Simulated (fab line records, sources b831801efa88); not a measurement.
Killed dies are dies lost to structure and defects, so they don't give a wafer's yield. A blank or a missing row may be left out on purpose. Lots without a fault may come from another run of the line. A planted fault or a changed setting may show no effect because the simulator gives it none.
Which tool did it? | flow sky130 | 10 lots, 30 wafers sampled, at 6 steps of a route of 708

WHAT THE GAUGES READ, wafer by wafer
SKY_METAL4_OVL_MEAS_14. Usual: METAL4_OVL -2 nm, standard deviation 5.
lot  | measured     | on         | METAL4_OVL (nm) | flag
L249 | day 42 09:58 | overlay-02 | -9 -9 -7        |
L251 | day 42 14:31 | overlay-01 | -11 -7 -6       |
L259 | day 45 10:10 | overlay-02 | 2 -4 -2         |
L260 | day 45 15:35 | overlay-02 | -1 -1 -2        |
L262 | day 45 21:41 | overlay-02 | 10 5 6          |
L265 | day 46 16:50 | overlay-02 | -6 1 -8         |
L267 | day 47 00:40 | overlay-01 | -5 -1 0         |
L268 | day 47 07:08 | overlay-01 | 2 -5 1          |
L269 | day 47 15:57 | overlay-02 | -1 -1 -3        |
L270 | day 47 18:57 | overlay-02 | -4 -1 -1        |

SKY_VIA4_RS_MEAS_19: measures by four-point-probe. Usual: VIA4_W_RS 0.2270 ohm/sq, standard deviation 0.0025.
lot  | measured     | on            | VIA4_W_RS (ohm/sq)   | flag
L249 | day 43 11:13 | film_metro-01 | 0.2289 0.2232 0.2233 |
L251 | day 43 15:42 | film_metro-04 | 0.2235 0.2301 0.2239 |
L259 | day 46 11:31 | film_metro-01 | 0.2234 0.2250 0.2243 |
L260 | day 46 16:24 | film_metro-01 | 0.5162 0.2208 0.5076 | OFF
L262 | day 46 21:30 | film_metro-03 | 0.5321 0.2242 0.5250 | OFF
L265 | day 47 16:25 | film_metro-03 | 0.2274 0.2288 0.2308 |
L267 | day 47 22:57 | film_metro-01 | 0.2277 0.2266 0.2296 |
L268 | day 48 04:31 | film_metro-03 | 0.2244 0.2312 0.2274 |
L269 | day 48 13:29 | film_metro-03 | 0.2276 0.2259 0.2274 |
L270 | day 48 19:29 | film_metro-04 | 0.2312 0.2306 0.2304 |

SKY_VIA4_THK_MEAS_20: measures by xrf. Usual: VIA4_W_THK 524 nm, standard deviation 8.3.
lot  | measured     | on            | VIA4_W_THK (nm) | flag
L249 | day 43 11:20 | film_metro-01 | 520 538 536     |
L251 | day 43 15:48 | film_metro-04 | 535 520 533     |
L259 | day 46 11:38 | film_metro-01 | 542 534 535     |
L260 | day 46 16:30 | film_metro-01 | 231 549 234     | OFF
L262 | day 46 21:37 | film_metro-03 | 223 529 226     | OFF
L265 | day 47 16:32 | film_metro-03 | 515 514 507     |
L267 | day 47 23:04 | film_metro-01 | 529 529 526     |
L268 | day 48 04:38 | film_metro-03 | 531 516 524     |
L269 | day 48 13:36 | film_metro-03 | 521 528 527     |
L270 | day 48 19:36 | film_metro-04 | 510 513 508     |

WHICH TOOL RAN EACH LOT (tool, then ch and the chambers of the sampled wafers, then the start)
lot  | SKY_METAL4_METAL_ETCH_18          | SKY_VIA4_SPUTTER_17          | SKY_VIA4_CVD_18
L249 | rie_metal-03 ch 0,1, day 42 10:17 | pvd_sputter-03, day 43 11:00 | cvd_w-02 ch 0,1, day 43 11:04
L251 | rie_metal-02 ch 0, day 42 14:49   | pvd_sputter-03, day 43 15:26 | cvd_w-02 ch 0,1, day 43 15:34
L259 | rie_metal-02 ch 1, day 45 10:21   | pvd_sputter-03, day 46 11:18 | cvd_w-01 ch 1, day 46 11:22
L260 | rie_metal-03 ch 0,1, day 45 15:49 | pvd_sputter-04, day 46 16:09 | cvd_w-02 ch 0,1, day 46 16:16
L262 | rie_metal-02 ch 1, day 45 21:55   | pvd_sputter-03, day 46 21:16 | cvd_w-02 ch 0,1, day 46 21:19
L265 | rie_metal-01 ch 1, day 46 17:01   | pvd_sputter-04, day 47 16:11 | cvd_w-01 ch 0,1, day 47 16:14
L267 | rie_metal-03 ch 0,1, day 47 00:50 | pvd_sputter-02, day 47 22:43 | cvd_w-01 ch 0, day 47 22:47
L268 | rie_metal-02 ch 0, day 47 07:19   | pvd_sputter-03, day 48 04:17 | cvd_w-01 ch 0,1, day 48 04:21
L269 | rie_metal-01 ch 0,1, day 47 16:08 | pvd_sputter-03, day 48 13:16 | cvd_w-01 ch 0,1, day 48 13:20
L270 | rie_metal-01 ch 0,1, day 47 19:08 | pvd_sputter-03, day 48 19:16 | cvd_w-01 ch 0,1, day 48 19:20
- SKY_METAL4_METAL_ETCH_18: etches the open film in Cl2/BCl3, stops on SiO2, target depth 845 nm, time 183.1 s.
- SKY_VIA4_SPUTTER_17: material TiN, target thk 20 nm, time 80 s.
- SKY_VIA4_CVD_18: deposits W, target thk 505 nm, time 152.14 s.

WHAT THE TOOLS THEMSELVES READ (means of the sampled wafers that have a number; where no wafer has one, the mark that the record gives instead)
SKY_METAL4_METAL_ETCH_18. Usual: drypump_motor_current_A 6.0 A, standard deviation 0.32; oes_product_au 0.866 a.u., standard deviation 0.0057; throttle_valve_pct 22.264 %, standard deviation 0.0095.
lot  | tool         | drypump_motor_current_A (A) | oes_product_au (a.u.) | throttle_valve_pct (%) | flag
L249 | rie_metal-03 | 6.4                         | 0.865                 | 22.271                 |
L251 | rie_metal-02 | 6.2                         | 0.868                 | 22.272                 |
L259 | rie_metal-02 | 5.5                         | 0.866                 | 22.273                 |
L260 | rie_metal-03 | 6.3                         | 0.863                 | 22.268                 |
L262 | rie_metal-02 | 5.6                         | 0.872                 | 22.260                 |
L265 | rie_metal-01 | 6.2                         | 0.866                 | 22.264                 |
L267 | rie_metal-03 | 6.4                         | 0.863                 | 22.262                 |
L268 | rie_metal-02 | 6.2                         | 0.864                 | 22.268                 |
L269 | rie_metal-01 | 5.9                         | 0.868                 | 22.268                 |
L270 | rie_metal-01 | 6.0                         | 0.862                 | 22.269                 |

SKY_VIA4_SPUTTER_17. Usual: throttle_valve_pct 29.7 %, standard deviation 1.5.
lot  | tool           | throttle_valve_pct (%) | flag
L249 | pvd_sputter-03 | 28.9                   |
L251 | pvd_sputter-03 | 28.8                   |
L259 | pvd_sputter-03 | 29.8                   |
L260 | pvd_sputter-04 | 29.5                   |
L262 | pvd_sputter-03 | 29.4                   |
L265 | pvd_sputter-04 | 31.1                   |
L267 | pvd_sputter-02 | 30.8                   |
L268 | pvd_sputter-03 | 29.5                   |
L269 | pvd_sputter-03 | 29.5                   |
L270 | pvd_sputter-03 | 29.5                   |

SKY_VIA4_CVD_18. Usual: heater_power_w 793 W, standard deviation 62.
lot  | tool     | heater_power_w (W) | flag
L249 | cvd_w-02 | 780                |
L251 | cvd_w-02 | 788                |
L259 | cvd_w-01 | 858                |
L260 | cvd_w-02 | 749                |
L262 | cvd_w-02 | 740                |
L265 | cvd_w-01 | 824                |
L267 | cvd_w-01 | 772                |
L268 | cvd_w-01 | 831                |
L269 | cvd_w-01 | 834                |
L270 | cvd_w-01 | 799                |

THE ANSWER, worked out from the rows above alone
Rule: a lot is off if the mean of its wafers that have a number lies more than 3 standard deviations from the usual mean. A lot without any number at a reading at which 4 lots or more have one is off too. The other lots that the step has rows for count as sound. The gauges are gone through in route order, then the tools' own readings, and for those a lot's mean is taken as printed above. The first step at which some lot is off is used, and at that step the reading that is off furthest; a lot without a number counts as furthest.
Off: L260, L262, at SKY_VIA4_RS_MEAS_19 (VIA4_W_RS).
A tool fits if, at a process step before that reading, it ran every lot that is off, and no sound lot after the first of them. The gauges at SKY_VIA4_RS_MEAS_19 are tried like those tools. One fits: cvd_w-02 at SKY_VIA4_CVD_18. Its last sound lot is L251 (day 43 15:34), its first lot that is off L260 (day 46 16:16): a fault that began between those two fits.

WHAT THE SIMULATOR HAD PUT IN
Process parameter drift: cvd_w-02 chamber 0, from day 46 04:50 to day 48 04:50, at SKY_VIA4_CVD_18. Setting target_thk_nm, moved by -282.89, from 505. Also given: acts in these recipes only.
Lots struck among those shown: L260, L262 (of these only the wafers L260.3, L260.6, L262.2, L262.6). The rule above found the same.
